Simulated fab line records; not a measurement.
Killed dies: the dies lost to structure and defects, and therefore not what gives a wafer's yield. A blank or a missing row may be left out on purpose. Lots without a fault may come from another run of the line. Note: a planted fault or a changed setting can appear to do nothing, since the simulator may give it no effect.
Struck lot and sound lot, side by side    flow sky130    18 steps out of a route of 708
Sound: wafers L990.1, L990.2, L990.4. The struck wafers were L994.1, L994.5, L994.6. Last of all comes the cause.
Each step with rows lists, per side, the tool, then ch with its chambers, then its first start. Under that, the readings that differ: sound wafers    struck wafers    difference of the means    sigmas: that difference in standard deviations of wafers without a fault.
alike: words and numbers the same on both sides, and readings whose means are apart by under 2 such deviations; not compared: readings that were withheld, readings missing a value for some wafer, numbers with overlapping values and no deviation given by the record, and bounds like >300 which may hide the same value.
A row with sigmas, a row that says differs or no value, or rows on one side alone: a step with any of these is where the two part. Numbers that don't overlap but have no deviation are shown without sigmas and don't part them. A reading that every wafer of one side lacks parts them only if that side has two wafers or more.

SKY_LDD_HVP_STRIP_09: strips in O2/N2.
  sound on plasma-asher-03 ch 0,1, day 26 02:19; struck on plasma-asher-01 ch 0,1, day 27 08:52
  alike: drypump-motor-current-A, o2-flow-sccm, oes-product-au, strip-time-to-endpoint-s
  not compared: rf-hours-counter-h
SKY_LDD_HVP_TW_MEAS_10:
  sound on film-metro-01 at day 26 02:25; struck on film-metro-04 at day 27 08:58
  alike: LDD_HVP_TW
then, 7 steps without rows for these wafers: SKY_LDD_LDN_DEHYDRATE_00 (time 60 s); SKY_LDD_LDN_HMDS_01 (prime time 60 s); SKY_LDD_LDN_COAT_02 (resist thk 1140 nm); SKY_LDD_LDN_SOFTBAKE_03 (time 60 s); SKY_LDD_LDN_EXPOSE_04 (exposes mask LDNTM, target cd 700 nm); SKY_LDD_LDN_PEB_05; SKY_LDD_LDN_DEVELOP_06 (develop time 60 s).
SKY_LDD_LDN_OVL_MEAS_07:
  sound on overlay-02 at day 27 07:19; struck on overlay-02 at day 28 13:32
  alike: LDD_LDN_OVL
then, 2 steps without rows for these wafers: SKY_LDD_LDN_IMPLANT_08; SKY_LDD_LDN_IMPLANT_09.
SKY_LDD_LDN_IMPLANT_10:
  sound on implanter-03 ch 0, day 27 07:39; struck on implanter-03 ch 0, day 28 13:52
reading             sound                            struck                           difference  sigmas
dose-ions-cm2       1.2501e+13 1.252e+13 1.2518e+13  2.072e+13 2.0744e+13 2.0736e+13  +8.220e+12  +99 or more
faraday-current-uA  68.8 71.4 69.5                   116.1 116.7 117.8                +47.0       +34
  alike: beam-energy-keV
following that, these wafers have no rows for 1 step: SKY_LDD_LDN_IMPLANT_11.
SKY_LDD_LDN_STRIP_12: strips in O2/N2.
  sound on plasma-asher-03 ch 0,1, day 27 07:57; struck on plasma-asher-02 ch 0,1, day 28 14:10
  alike: drypump-motor-current-A, o2-flow-sccm, oes-product-au, strip-time-to-endpoint-s
  not compared: rf-hours-counter-h
SKY_LDD_LDN_TW_MEAS_13:
  sound on film-metro-03 at day 27 08:03; struck on film-metro-03 at day 28 14:16
reading     sound           struck          difference  sigmas
LDD_LDN_TW  1476 1475 1471  1534 1542 1537  +64         +9
then, 1 step without rows for these wafers: SKY_LDD_LDN_CLEAN_14 (cleans in SC1/SC2, time 150 s).
-- the record jumps here: 21 days lie between the struck wafers' starts before and after (it left off in module LDD_LDN and takes up again in module PAD_OPEN, whose first step shown is number 708 of the route) --
SKY_PAD_OPEN_PROBE_99:
  sound on prober-02 at day 48 18:07; struck on prober-02 at day 49 17:16
reading                          sound           struck          difference  sigmas
model.etest.tip-sonos.rs-ohm-sq  2689 2684 2698  2383 2383 2367  -313        
  alike: killed_at_M0_to_M3, killed_at_M4_up, killed-at-contacts, killed-at-front-end, killed-at-other, killed-dies, killed-open, killed-short

== WHERE THEY PART ==
Earliest at SKY_LDD_LDN_IMPLANT_10; latest, in this record, at SKY_LDD_LDN_TW_MEAS_13. Later steps at which nothing parts them and some readings are alike: SKY_PAD_OPEN_PROBE_99.

WHY: whatever the simulator had introduced
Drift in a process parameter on implanter-03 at SKY_LDD_LDN_IMPLANT_10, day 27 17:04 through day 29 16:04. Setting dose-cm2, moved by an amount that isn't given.
